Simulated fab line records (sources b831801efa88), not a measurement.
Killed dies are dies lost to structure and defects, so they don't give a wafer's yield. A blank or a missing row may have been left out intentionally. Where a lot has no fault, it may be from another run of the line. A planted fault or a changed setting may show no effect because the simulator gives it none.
Problem report in the 8D (eight disciplines) form, filled by code ; flow sky130 ; the parts of the form that need people (team, actions taken, sign-off) are left out

1. PROBLEM STATEMENT
Across 3 wafers from 3 lots, VIA3_W_RS at SKY_VIA3_RS_MEAS_22 averages 0.409 ohm/sq, while fault-free wafers read 0.295 ohm/sq with a standard deviation of 0.004. Measured from the usual mean, that is +29 standard deviations.
The step: measures by four-point-probe.
First observed at day 43 18:20: wafer L413.1, on film metro-02. Wafers with a number at this step in the record: 30, from 10 lots. Rule for "out", or "out of limits": more than 4 standard deviations from the usual mean. The other wafers with a number count as sound.

2. WHAT IT IS, WHAT IT ISN'T
question;is;is not
which readings at this step;VIA3_W_RS;-
which lots;L413, L414, L416;L409, L410, L411, L424, L426, L427, L428
which wafers of those lots;L413.1, L414.1, L416.1;L413.2, L413.6, L414.2, L414.5, L416.3, L416.5
read on which gauges;film metro-01, film metro-02;film metro-04
when;from day 43 18:20;"up to then (11 sound wafers); but 16 sound wafers of L414, L416, L424, L426, L427, L428 came after"

3. THE SUSPECTS, EACH WITH WHAT RULES IT OUT
Counting: any tool at a process step up to the reading remains a suspect provided it ran every lot that is out. Sound lots after the first of them don't rule it out here, since some wafers of a struck lot are sound.
- the gauge at SKY_VIA3_RS_MEAS_22 has been ruled out. 2 gauges (film metro-01, film metro-02) read the wafers that are out.
- cvd w-02 at SKY_VIA3_CVD_21 (deposits W, target thk 390 nm, time 117.31 s): kept. It processed each lot that is out (first: L413, day 43 18:13); up to then, its last sound lot is L410 (day 43 00:06).
The count leaves cvd w-02 at SKY_VIA3_CVD_21.

4. THE CAUSE (what the simulator had put in)
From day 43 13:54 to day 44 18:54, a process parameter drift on cvd w-02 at SKY_VIA3_CVD_21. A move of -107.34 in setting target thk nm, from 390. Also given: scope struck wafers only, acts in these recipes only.
This tool alone remained once counting was done.

5. THE CHAIN OF EFFECTS, in route order
Each row: a reading whose mean over the struck wafers that have a number lies more than 3 standard deviations from the usual. Scope: only readings with a usual standard deviation given in the record; hours: median across lots of the time from each lot's start at the first step in this table that gives one to its start at this step; sigmas: change in usual standard deviations.
hours;step;reading;usual;on struck wafers;change;sigmas
0;SKY_VIA3_RS_MEAS_22;VIA3_W_RS;0.295 ohm/sq;0.409;+0.114;+29
3;SKY_VIA3_THK_MEAS_23;VIA3_W_THK;392 nm;282;-110;-19
6;SKY_VIA3_CMP_24;time to endpoint s;94 s;65;-29;-8.8
The process steps in it:
- SKY_VIA3_CMP_24: polishes, stops on SiO2, t overpolish 20 s, target thk 0 nm.

6. HOW IT WOULD HAVE BEEN CAUGHT EARLIER
4 hours passed between the start of the fault at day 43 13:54 and the first reading out of limits at a measuring or inspecting step in this record, taken at day 43 18:20.
No tool reading at SKY_VIA3_CVD_21 that has a usual standard deviation in the record was out on any struck wafer, so an alarm limit of 4 standard deviations on those readings would not have fired.
L414, L416, from the lots that are out (3), started SKY_VIA3_CVD_21 on cvd w-02 later than day 43 18:20. A hold on the tool at that time would have spared those 2.
